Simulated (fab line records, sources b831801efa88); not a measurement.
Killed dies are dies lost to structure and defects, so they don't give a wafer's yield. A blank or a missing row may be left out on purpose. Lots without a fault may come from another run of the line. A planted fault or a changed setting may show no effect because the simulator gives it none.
Problem report in the 8D (eight disciplines) form, filled by code | flow gf180mcu | the parts of the form that need people (team, actions taken, sign-off) are left out

1. THE PROBLEM
dose_ions_cm2 at GF_VT_IMPLANT_IMPLANT_30 reads a mean of 2.4801e+12 on 6 wafers of 2 lots; wafers without a fault read 2.5334e+12 with a standard deviation of 3e+09. That is -18 standard deviations from the usual mean.
First seen on wafer L922.3, day 8 22:25, on implanter-01. The record holds 42 wafers of 14 lots with a number at this step. Rule for "out", or "out of limits": more than 4 standard deviations from the usual mean. The other wafers with a number count as sound.

2. WHAT IT IS AND WHAT IT IS NOT
question                    | is                     | is not
which readings at this step | dose_ions_cm2          | end_station_pressure_torr
which lots                  | L922, L925             | L914, L915, L917, L918, L919, L923, L931, L932, L933, L934, L936, L937
which wafers of those lots  | all that have a number | -
read on which tools         | implanter-01           | implanter-03, implanter-04
when                        | from day 8 22:25       | up to then (15 sound wafers); but 21 sound wafers of L923, L931, L932, L933, L934, L936, L937 came after

3. SUSPECTS, AND WHAT RULES EACH OUT
Counting: a tool at a process step up to the reading stays a suspect if it ran every lot that is out and no sound lot after the first of them.
- implanter-01 at GF_VT_IMPLANT_IMPLANT_30: ruled out as a lasting fault. Sound lots L934, L936, L937 ran on it after its first lot that is out, L922 (day 8 22:25).
Left after counting: nothing in the record.

4. THE CAUSE (what the simulator had put in)
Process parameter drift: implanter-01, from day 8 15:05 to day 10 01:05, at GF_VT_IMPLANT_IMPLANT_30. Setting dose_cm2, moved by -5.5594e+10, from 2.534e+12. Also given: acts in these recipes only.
Counting ruled it out, wrongly.

5. THE CHAIN OF EFFECTS, in route order
Each row: a reading whose mean over the struck wafers that have a number lies more than 3 standard deviations from the usual. Only readings for which the record gives a usual standard deviation are gone through. hours: the time from each lot's start at the first step in this table that gives one to its start at this step, as a median over the lots. sigmas: the change in usual standard deviations.
hours | step                     | reading       | usual      | on struck wafers | change      | sigmas
0     | GF_VT_IMPLANT_IMPLANT_30 | dose_ions_cm2 | 2.5334e+12 | 2.4801e+12       | -5.3300e+10 | -18
The process steps in it:
- GF_VT_IMPLANT_IMPLANT_30
Later measuring or inspecting steps at which every struck wafer that the step has a row for has a number for every such reading, and none has moved that far: GF_M1_CD_MEAS_14, GF_V1_THK_MEAS_01.

6. WHAT WOULD HAVE CAUGHT IT SOONER
In this record the first reading out of limits was taken at day 8 22:25, 7 hours after the fault began at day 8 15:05.
